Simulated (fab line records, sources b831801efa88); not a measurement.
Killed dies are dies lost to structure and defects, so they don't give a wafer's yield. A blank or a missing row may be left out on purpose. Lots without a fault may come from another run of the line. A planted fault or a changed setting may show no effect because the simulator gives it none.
Chamber matching | flow sky130 | SKY_VIA1_ETCH_14 on rie_diel-01: 4 sister chambers
The step etches BARC in N2/H2, stops on SiO2, time 45.9 s, target depth 60 nm. 39 wafers are shown with their chamber, then 12 later ones without.

WAFERS WITH THEIR CHAMBER
wafer  | chamber | drypump_motor_current_A (A) | oes_product_au (a.u.) | throttle_valve_pct (%)
L074.1 | 0       | 5.8                         | 0.857                 | 13.220
L074.3 | 2       | 5.0                         | 0.849                 | 13.217
L074.5 | 0       | 5.8                         | 0.856                 | 13.226
L075.2 | 1       | 6.1                         | 0.852                 | 13.220
L075.3 | 0       | 5.9                         | 0.863                 | 13.244
L075.5 | 1       | 6.2                         | 0.851                 | 13.214
L078.1 | 1       | 6.1                         | 0.853                 | 13.224
L078.4 | 2       | 5.0                         | 0.856                 | 13.213
L078.6 | 0       | 5.9                         | 0.846                 | 13.226
L080.2 | 2       | 5.0                         | 0.856                 | 13.246
L080.3 | 1       | 6.1                         | 0.852                 | 13.237
L080.5 | 2       | 5.0                         | 0.846                 | 13.215
L081.1 | 1       | 6.1                         | 0.857                 | 13.230
L081.2 | 3       | 5.3                         | 0.856                 | 13.224
L081.3 | 0       | 5.8                         | 0.848                 | 13.237
L081.4 | 2       | 5.0                         | 0.855                 | 13.223
L081.5 | 3       | 5.3                         | 0.857                 | 13.204
L081.6 | 2       | 5.1                         | 0.861                 | 13.221
L083.2 | 3       | 5.3                         | 0.853                 | 13.211
L083.3 | 2       | 5.0                         | 0.855                 | 13.216
L083.5 | 3       | 5.2                         | 0.855                 | 13.229
L084.1 | 1       | 6.2                         | 0.861                 | 13.233
L084.2 | 3       | 5.3                         | 0.859                 | 13.232
L084.5 | 0       | 5.8                         | 0.851                 | 13.221
L088.1 | 3       | 5.3                         | 0.861                 | 13.229
L088.2 | 0       | 5.8                         | 0.860                 | 13.218
L088.6 | 1       | 6.2                         | 0.854                 | 13.218
L090.3 | 0       | 5.9                         | 0.853                 | 13.221
L090.5 | 3       | 5.3                         | 0.856                 | 13.212
L090.6 | 2       | 5.0                         | 0.856                 | 13.216
L091.3 | 1       | 6.1                         | 0.852                 | 13.200
L091.4 | 2       | 5.0                         | 0.846                 | 13.236
L091.6 | 1       | 6.1                         | 0.847                 | 13.230
L093.1 | 2       | 5.0                         | 0.849                 | 13.225
L093.2 | 0       | 5.8                         | 0.857                 | 13.204
L093.3 | 1       | 6.1                         | 0.850                 | 13.239
L093.4 | 3       | 5.3                         | 0.850                 | 13.222
L093.5 | 3       | 5.2                         | 0.855                 | 13.238
L093.6 | 0       | 5.9                         | 0.851                 | 13.233

SIGNATURES (means of the wafers above)
reading                 | chamber 0 | chamber 1 | chamber 2 | chamber 3 | scatter within a chamber
drypump_motor_current_A | 5.840     | 6.130     | 5.010     | 5.278     | 0.0446
oes_product_au          | 0.85420   | 0.85290   | 0.85290   | 0.85578   | 0.00448
throttle_valve_pct      | 13.22500  | 13.22450  | 13.22280  | 13.22233  | 0.0112
Rule: a wafer's distance from a chamber is the root of the sum, over the readings, of the square of ((its reading less the chamber's mean) divided by the reading's scatter). The wafer belongs to the nearest chamber; if the next one is less than 2 further off, it can't be placed. The scatter: the root of (the sum of the squares of (reading less its chamber's mean) over the shown wafers, divided by (wafers less chambers)).

WAFERS WITHOUT THEIR CHAMBER
wafer  | drypump_motor_current_A (A) | oes_product_au (a.u.) | throttle_valve_pct (%)
L094.1 | 6.1                         | 0.854                 | 13.227
L094.2 | 5.0                         | 0.856                 | 13.220
L094.3 | 5.3                         | 0.854                 | 13.214
L094.4 | 5.8                         | 0.850                 | 13.232
L094.5 | 5.8                         | 0.858                 | 13.219
L094.6 | 6.1                         | 0.846                 | 13.237
L095.1 | 5.3                         | 0.856                 | 13.215
L095.3 | 5.0                         | 0.857                 | 13.223
L095.5 | 6.1                         | 0.857                 | 13.244
L096.1 | 5.8                         | 0.856                 | 13.223
L096.3 | 5.1                         | 0.853                 | 13.230
L096.4 | 6.2                         | 0.856                 | 13.209

WHICH CHAMBER EACH WENT THROUGH
wafer  | from the rows above     | in truth
L094.1 | 1                       | 1
L094.2 | 2                       | 2
L094.3 | 3                       | 3
L094.4 | 0                       | 0
L094.5 | 0                       | 0
L094.6 | 1                       | 1
L095.1 | 3                       | 3
L095.3 | 2                       | 2
L095.5 | 1                       | 1
L096.1 | 0                       | 0
L096.3 | can't be placed: 2 or 3 | 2
L096.4 | 1                       | 1
Placed correctly: 11 of 12. Can't be placed from these rows: 1 (the true chamber is among the candidates in 1). Placed wrongly: 0.
